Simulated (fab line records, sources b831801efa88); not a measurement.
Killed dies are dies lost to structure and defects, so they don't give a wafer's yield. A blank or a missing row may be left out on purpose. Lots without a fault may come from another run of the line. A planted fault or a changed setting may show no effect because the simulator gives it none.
Which tool did it? | flow sfq_line | 15 lots, 43 wafers sampled, at 3 steps of a route of 325

WHAT THE GAUGES READ, wafer by wafer
SFQ_M8_RS_MEAS_949: measures by four-point-probe. Usual: M8_AU_RS 0.1537 ohm/sq, standard deviation 0.002.
lot  | measured     | on            | M8_AU_RS (ohm/sq)    | flag
L722 | day 70 03:29 | film_metro-02 | 0.1561 0.1543 0.1542 |
L724 | day 70 13:04 | film_metro-01 | 0.1586 0.1549 0.1526 |
L725 | day 70 17:52 | film_metro-04 | 0.1547 0.1538 0.1552 |
L726 | day 71 12:37 | film_metro-04 | 0.1554 0.1576 0.1569 |
L731 | day 72 05:25 | film_metro-02 | 0.1463 0.1552        |
L733 | day 72 23:31 | film_metro-02 | 0.1447 0.1519        |
L735 | day 73 05:36 | film_metro-04 | 0.1555 0.1461 0.1551 |
L736 | day 73 09:07 | film_metro-02 | 0.1537 0.1578 0.1532 |
L738 | day 73 23:58 | film_metro-01 | 0.1531 0.1513 0.1563 |
L740 | day 76 19:37 | film_metro-02 | 0.1556 0.1531 0.1576 |
L741 | day 77 05:20 | film_metro-02 | 0.1553 0.1544 0.1533 |
L742 | day 77 10:10 | film_metro-02 | 0.1529 0.1546 0.1547 |
L743 | day 77 11:20 | film_metro-02 | 0.1567 0.1570 0.1575 |
L744 | day 77 12:36 | film_metro-01 | 0.1505 0.1501 0.1524 |
L745 | day 77 17:22 | film_metro-04 | 0.1547 0.1547 0.1535 |

SFQ_M8_THK_MEAS_950: measures by xrf. Usual: M8_AU_THK 176.5 nm, standard deviation 2.3.
lot  | measured     | on            | M8_AU_THK (nm)    | flag
L722 | day 70 03:35 | film_metro-02 | 174.3 175.8 176.0 |
L724 | day 70 13:11 | film_metro-01 | 170.5 175.3 176.6 |
L725 | day 70 17:59 | film_metro-04 | 177.0 176.9 176.5 |
L726 | day 71 12:44 | film_metro-04 | 176.4 172.8 173.7 |
L731 | day 72 05:32 | film_metro-02 | 185.3 174.3       |
L733 | day 72 23:38 | film_metro-02 | 186.8 177.9       |
L735 | day 73 05:43 | film_metro-04 | 175.2 186.6 176.1 |
L736 | day 73 09:14 | film_metro-02 | 176.3 172.1 177.5 |
L738 | day 74 00:05 | film_metro-01 | 176.6 178.7 172.8 |
L740 | day 76 19:44 | film_metro-02 | 173.6 176.2 172.7 |
L741 | day 77 05:28 | film_metro-02 | 174.7 175.8 177.1 |
L742 | day 77 10:16 | film_metro-02 | 177.1 175.8 176.5 |
L743 | day 77 11:28 | film_metro-02 | 173.3 173.3 172.4 |
L744 | day 77 12:41 | film_metro-01 | 179.7 180.7 176.7 |
L745 | day 77 17:28 | film_metro-04 | 175.9 176.5 177.6 |

WHICH TOOL RAN EACH LOT (tool, then ch and the chambers of the sampled wafers, then the start)
lot  | SFQ_TRILAYER_M8_DEP_EVAP_196
L722 | pvd_sputter-01, day 70 02:56
L724 | pvd_sputter-01, day 70 12:32
L725 | pvd_sputter-02, day 70 17:20
L726 | pvd_sputter-01, day 71 12:05
L731 | pvd_sputter-02, day 72 04:53
L733 | pvd_sputter-02, day 72 22:59
L735 | pvd_sputter-02, day 73 05:04
L736 | pvd_sputter-01, day 73 08:35
L738 | pvd_sputter-01, day 73 23:26
L740 | pvd_sputter-01, day 76 19:06
L741 | pvd_sputter-02, day 77 04:49
L742 | pvd_sputter-01, day 77 09:37
L743 | pvd_sputter-02, day 77 10:49
L744 | pvd_sputter-01, day 77 12:01
L745 | pvd_sputter-02, day 77 16:49
- SFQ_TRILAYER_M8_DEP_EVAP_196: material Au, target thk 180 nm, time 900 s.

WHAT THE TOOLS THEMSELVES READ (means of the sampled wafers that have a number; where no wafer has one, the mark that the record gives instead)
The record holds no such reading with a usual standard deviation.

THE ANSWER, worked out from the rows above alone
Rule: a lot is off if the mean of its wafers that have a number lies more than 3 standard deviations from the usual mean. A lot without any number at a reading at which 4 lots or more have one is off too. The other lots that the step has rows for count as sound. The gauges are gone through in route order, then the tools' own readings, and for those a lot's mean is taken as printed above. The first step at which some lot is off is used, and at that step the reading that is off furthest; a lot without a number counts as furthest.
No lot is off at any reading shown: from this, nothing can be told.

WHAT THE SIMULATOR HAD PUT IN
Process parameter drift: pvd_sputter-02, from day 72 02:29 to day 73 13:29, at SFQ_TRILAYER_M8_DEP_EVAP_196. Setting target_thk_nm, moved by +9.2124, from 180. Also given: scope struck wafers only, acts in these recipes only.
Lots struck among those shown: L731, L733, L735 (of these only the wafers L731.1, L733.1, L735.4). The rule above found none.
